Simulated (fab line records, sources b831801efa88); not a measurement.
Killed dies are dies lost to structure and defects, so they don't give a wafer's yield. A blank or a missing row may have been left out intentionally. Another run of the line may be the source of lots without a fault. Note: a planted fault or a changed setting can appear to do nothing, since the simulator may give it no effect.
Which tool did it? ; flow gf180mcu ; 36 wafers from 12 lots sampled at 6 of the route's 602 steps

== WHAT THE GAUGES SHOWED, per wafer ==
GF_POLY_GATE_THK_MEAS_17.
lot;measured;on;POLY_GATE_OXIDATION_THK (nm)
L690;day 9 03:49;film-metro-02;3.85 3.95 3.92
L691;day 9 12:32;film-metro-03;4.09 4.13 4.10
L694;day 10 11:33;film-metro-04;3.88 3.96 3.95
L695;day 10 17:13;film-metro-02;3.96 3.92 3.99
L697;day 11 05:19;film-metro-03;4.18 4.05 4.13
L701;day 12 10:37;film-metro-03;3.97 3.87 3.98
L704;day 13 11:37;film-metro-02;4.02 4.06 4.00
L707;day 14 12:35;film-metro-02;4.08 4.15 4.09
L708;day 14 17:46;film-metro-03;4.01 3.89 4.00
L711;day 15 15:24;film-metro-03;3.93 3.98 3.91
L712;day 15 20:28;film-metro-02;3.97 3.92 3.94
L713;day 16 04:05;film-metro-04;4.00 4.06 3.99

GF_HV_LDD_CD_MEAS_31: the cd target is 400 nm.
lot;measured;on;cd-nm (nm)
L690;day 11 10:34;cd-sem-01;405.2 403.3 403.1
L691;day 11 19:47;cd-sem-02;405.2 403.3 403.3
L694;day 12 21:13;cd-sem-01;400.6 403.0 402.6
L695;day 13 03:20;cd-sem-01;403.8 401.9 403.7
L697;day 13 15:37;cd-sem-01;399.8 397.6 396.9
L701;day 15 01:19;cd-sem-01;400.5 400.9 402.3
L704;day 16 04:25;cd-sem-01;401.3 398.5 400.3
L707;day 17 07:16;cd-sem-02;400.9 400.5 397.2
L708;day 17 13:47;cd-sem-01;401.4 400.9 402.7
L711;day 18 12:55;cd-sem-01;401.1 401.2 401.3
L712;day 18 17:55;cd-sem-02;402.4 403.4 401.8
L713;day 19 01:40;cd-sem-01;400.5 401.8 400.2

GF_HV_LDD_RS_MEAS_53: measurement is done with a four-point probe.
lot;measured;on;HV_LDD_RS (ohm/sq)
L690;day 12 07:24;film-metro-01;416.7 417.8 417.5
L691;day 12 17:07;film-metro-03;420.1 418.3 418.8
L694;day 13 18:10;film-metro-03;417.9 418.5 418.5
L695;day 14 00:35;film-metro-03;417.1 416.7 415.5
L697;day 14 14:09;film-metro-03;417.2 418.6 416.8
L701;day 15 23:58;film-metro-03;419.8 419.5 419.1
L704;day 17 04:24;film-metro-04;419.6 419.8 419.0
L707;day 18 06:54;film-metro-01;417.2 418.1 417.3
L708;day 18 14:00;film-metro-01;419.0 419.3 419.1
L711;day 19 14:32;film-metro-03;417.4 416.7 417.7
L712;day 19 19:09;film-metro-01;417.2 416.7 417.8
L713;day 20 03:29;film-metro-04;418.6 419.2 418.4

GF_PSD_RS_MEAS_14: measurement is done with a four-point probe.
lot;measured;on;NSD_RS (ohm/sq)
L690;day 14 03:20;film-metro-03;46.15 46.21 46.15
L691;day 14 13:47;film-metro-03;46.09 46.14 46.14
L694;day 15 17:16;film-metro-02;46.14 46.24 46.20
L695;day 15 23:33;film-metro-01;46.25 46.14 46.27
L697;day 16 13:10;film-metro-01;46.01 46.12 46.11
L701;day 18 00:08;film-metro-02;49.16 49.13 49.22
L704;day 19 07:06;film-metro-01;49.12 49.23 49.14
L707;day 20 09:52;film-metro-01;46.04 46.07 46.08
L708;day 20 15:57;film-metro-01;46.12 46.07 46.04
L711;day 21 17:06;film-metro-02;46.21 46.25 46.22
L712;day 21 22:26;film-metro-02;46.13 46.10 46.31
L713;day 22 07:07;film-metro-02;46.12 46.11 46.12

== WHICH TOOL RAN EACH LOT (tool, then ch and the chambers of the sampled wafers, then the start) ==
lot;GF_NSD_IMPLANT_10;GF_NSD_STRIP_11
L690;implanter-02 ch 0, day 13 05:55;plasma-asher-04 ch 0,1, day 13 06:02
L691;implanter-02 ch 0, day 13 15:50;plasma-asher-03 ch 0,1, day 13 15:58
L694;implanter-03 ch 0, day 14 19:18;plasma-asher-03 ch 0, day 14 19:26
L695;implanter-01 ch 0, day 15 01:19;plasma-asher-01 ch 1, day 15 01:26
L697;implanter-03 ch 0, day 15 14:49;plasma-asher-04 ch 0,1, day 15 14:56
L701;implanter-03 ch 0, day 17 00:58;plasma-asher-04 ch 0,1, day 17 01:05
L704;implanter-03 ch 0, day 18 06:28;plasma-asher-03 ch 0,1, day 18 06:36
L707;implanter-02 ch 0, day 19 09:48;plasma-asher-03 ch 0,1, day 19 09:55
L708;implanter-02 ch 0, day 19 16:14;plasma-asher-01 ch 0,1, day 19 16:23
L711;implanter-02 ch 0, day 20 16:51;plasma-asher-04 ch 1, day 20 16:58
L712;implanter-01 ch 0, day 20 21:31;plasma-asher-03 ch 0,1, day 20 21:38
L713;implanter-03 ch 0, day 21 06:07;plasma-asher-03 ch 0,1, day 21 06:13
- GF_NSD_IMPLANT_10
- GF_NSD_STRIP_11: strips in O2/N2.

== WHAT THE TOOLS THEMSELVES READ (means of the sampled wafers that have a number; where no wafer has one, the mark that the record gives instead) ==
GF_NSD_IMPLANT_10.
lot;tool;dose-ions-cm2;end-station-pressure-torr (Torr);faraday-current-uA
L690;implanter-02;5.006e+14;7.6e-06;2811
L691;implanter-02;5.000e+14;7.5e-06;2847
L694;implanter-03;5.000e+14;6.9e-06;2797
L695;implanter-01;5.007e+14;7.2e-06;2762
L697;implanter-03;4.998e+14;7.3e-06;2726
L701;implanter-03;2.510e+14;6.1e-06;1395
L704;implanter-03;2.518e+14;6.0e-06;1403
L707;implanter-02;4.995e+14;7.3e-06;2789
L708;implanter-02;4.998e+14;7.6e-06;2760
L711;implanter-02;4.999e+14;7.2e-06;2808
L712;implanter-01;5.000e+14;7.0e-06;2785
L713;implanter-03;4.998e+14;7.1e-06;2787

GF_NSD_STRIP_11.
lot;tool;drypump-motor-current-A (A);heater-power-w (W);n2-flow-sccm (sccm);oes-product-au (a.u.);strip-time-to-endpoint-s (s)
L690;plasma-asher-04;5.9;333;300.7;0.485;22.96
L691;plasma-asher-03;5.7;343;299.8;0.487;22.95
L694;plasma-asher-03;6.1;373;301.4;0.488;22.95
L695;plasma-asher-01;6.6;372;301.2;0.489;22.96
L697;plasma-asher-04;6.0;326;300.0;0.491;22.92
L701;plasma-asher-04;6.0;336;299.9;0.490;22.75
L704;plasma-asher-03;5.7;349;299.2;0.491;22.73
L707;plasma-asher-03;5.2;321;299.6;0.485;23.04
L708;plasma-asher-01;5.7;347;300.1;0.487;22.98
L711;plasma-asher-04;6.1;349;300.2;0.485;22.97
L712;plasma-asher-03;5.7;349;300.5;0.484;22.99
L713;plasma-asher-03;5.2;322;299.9;0.485;22.93

== THE ANSWER, worked out from the rows above alone ==
Rule: the lots themselves supply what counts as usual. Put in order of their means at a reading, lots are off if they are a third of the lots or fewer, leave a main group of 4 or more, and stand apart from it by a gap of 3 or more times the standard deviation of the main group's means; of several such gaps the widest counts. A main group is skipped when, at the precision printed for the reading in the tables above, its means are all equal. Also off: a lot with no number at a reading for which 4 or more lots have one. Where the step has rows for the other lots, those lots are counted as sound. The gauges are gone through in route order, then the tools' own readings, and for those a lot's mean is taken as printed above. At the first step where some lot is off, the reading lying furthest off is the one used; lots without a number count as furthest.
Off: at GF_PSD_RS_MEAS_14 (NSD_RS), L701, L704. Main group: mean 46.15 ohm/sq, sd 0.058.
A tool fits if, at a process step before that reading, it ran every lot that is off, and no sound lot after the first of them. The gauges at GF_PSD_RS_MEAS_14 aren't tried: what is off there is off at GF_NSD_IMPLANT_10 too, on other tools, and a gauge's error can't cause that. Not one of the candidates tried fits.

== WHAT THE SIMULATOR PUT IN ==
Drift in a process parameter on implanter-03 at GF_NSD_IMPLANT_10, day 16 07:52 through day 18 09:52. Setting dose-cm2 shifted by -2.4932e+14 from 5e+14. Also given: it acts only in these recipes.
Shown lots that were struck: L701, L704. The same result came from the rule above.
